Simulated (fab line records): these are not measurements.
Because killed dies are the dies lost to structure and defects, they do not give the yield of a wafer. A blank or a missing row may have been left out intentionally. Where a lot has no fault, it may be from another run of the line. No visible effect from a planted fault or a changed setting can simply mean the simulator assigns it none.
Struck lot and sound lot, side by side | flow gf180mcu | 15 steps out of a route of 602
Sound: wafers L520.1, L520.4, L520.6. Wafers L536.1, L536.4, L536.6 were the ones struck. The cause comes at the end.
Order at every step that has rows: each side's tool, ch and its chambers, its first start. Under that, the readings that differ: sound wafers | struck wafers | difference of the means | sigmas: that difference in standard deviations of wafers without a fault.
alike: same words and numbers on both sides, and readings whose means sit less than 2 such deviations apart. not compared: any withheld reading, any reading some wafer has no value for, any bound like >300 that may hide the same value, and any number with overlapping values for which the record gives no deviation.
The two part at a step that has a row with sigmas, a row that says differs or no value, or rows on one side only. Non-overlapping numbers with no deviation appear without sigmas and do not part them. A reading missing from all wafers of one side parts the sides only when that side holds two or more wafers.

first, 5 steps without rows for these wafers: GF_VT_IMPLANT_COAT_02 (resist thk 1000 nm); GF_VT_IMPLANT_SOFTBAKE_03 (time 60 s); GF_VT_IMPLANT_EXPOSE_04 (exposes mask LVPWELL LV AREA, target cd 600 nm); GF_VT_IMPLANT_PEB_05; GF_VT_IMPLANT_DEVELOP_06 (develop time 60 s).
GF_VT_IMPLANT_OVL_MEAS_07:
  sound on overlay-02, day 5 12:32; struck on overlay-01, day 9 22:03
  alike: VT_IMPLANT_OVL
then, 1 step without rows for these wafers: GF_VT_IMPLANT_IMPLANT_08.
GF_VT_IMPLANT_STRIP_09: strips in O2/N2.
  sound on plasma-asher-02 ch 0,1, day 5 12:43; struck on plasma-asher-02 ch 0,1, day 9 22:14
  alike: drypump-motor-current-A, heater-power-w, oes-product-au, strip-time-to-endpoint-s
  not compared: rf-hours-counter-h
GF_VT_IMPLANT_TW_MEAS_10:
  sound on film-metro-03, day 5 12:49; struck on film-metro-04, day 9 22:20
  reading       | sound       | struck      | difference | sigmas
  VT_IMPLANT_TW | 577 576 578 | 571 568 566 | -9         | -2
then, 3 steps without rows for these wafers: GF_VT_IMPLANT_DEHYDRATE_11 (time 60 s); GF_VT_IMPLANT_HMDS_12 (prime time 60 s); GF_VT_IMPLANT_COAT_13 (resist thk 1000 nm).
GF_VT_IMPLANT_SOFTBAKE_14: time 60 s.
  sound on litho-track-03 ch 0, day 5 19:24; struck on litho-track-03 ch 0, day 10 07:35
  reading          | sound             | struck               | difference | sigmas
  run-length-s (s) | 89.44 89.35 89.34 | 102.71 102.83 102.64 | +13.35     | +58
  alike: chill-plate-temp-C, plate-temp-C
then, 1 step without rows for these wafers: GF_VT_IMPLANT_EXPOSE_15 (exposes mask Nwell LV AREA, target cd 860 nm).
GF_PASSIVATION_PROBE_99:
  sound wafers here have rows in the record (prober-02, day 28 17:14); struck ones have none

## WHERE THEY PART
At GF_VT_IMPLANT_TW_MEAS_10 first; at GF_PASSIVATION_PROBE_99 last (within this record only).

WHY: what had been put in by the simulator
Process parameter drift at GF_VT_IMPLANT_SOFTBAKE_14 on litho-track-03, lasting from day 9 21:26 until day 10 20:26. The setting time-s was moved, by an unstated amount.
